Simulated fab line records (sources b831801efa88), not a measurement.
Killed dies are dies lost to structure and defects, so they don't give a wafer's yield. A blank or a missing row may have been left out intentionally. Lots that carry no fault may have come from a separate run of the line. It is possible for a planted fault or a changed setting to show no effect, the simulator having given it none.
Which of the tools did it? | flow sky130 | route of 708 steps, sampled at 1 step: 6 lots, 18 wafers

== WHAT EACH GAUGE READ, for each wafer ==
SKY_CONTACT_CD_MEAS_14 targets a cd of 170 nm.
lot  | measured     | on        | cd_nm (nm)
L593 | day 33 00:11 | cd_sem-01 | 166.9 168.2 168.4
L595 | day 33 19:56 | cd_sem-01 | 168.3 169.7 169.0
L597 | day 34 07:50 | cd_sem-02 | 168.5 167.6 167.6
L599 | day 34 19:23 | cd_sem-02 | 169.3 168.4 168.1
L609 | day 37 20:33 | cd_sem-02 | 168.6 169.3 170.6
L611 | day 38 10:34 | cd_sem-01 | 169.9 170.1 169.6

== WHICH TOOL RAN EACH LOT (tool, then ch and the chambers of the sampled wafers, then the start) ==
No process step before these readings appears in the record.

== THE ANSWER, worked out from the rows above alone ==
Rule: what is usual is taken from the lots themselves. Put in order of their means at a reading, lots are off if they are a third of the lots or fewer, leave a main group of 4 or more, and stand apart from it by a gap of 3 or more times the standard deviation of the main group's means; of several such gaps the widest counts. A main group is skipped when, at the precision printed for the reading in the tables above, its means are all equal. Also off: a lot with no number at a reading for which 4 or more lots have one. The other lots that the step has rows for count as sound.
Across all readings shown, no lot is off: no conclusion can be drawn from this.

== WHAT THE SIMULATOR HAD PUT IN ==
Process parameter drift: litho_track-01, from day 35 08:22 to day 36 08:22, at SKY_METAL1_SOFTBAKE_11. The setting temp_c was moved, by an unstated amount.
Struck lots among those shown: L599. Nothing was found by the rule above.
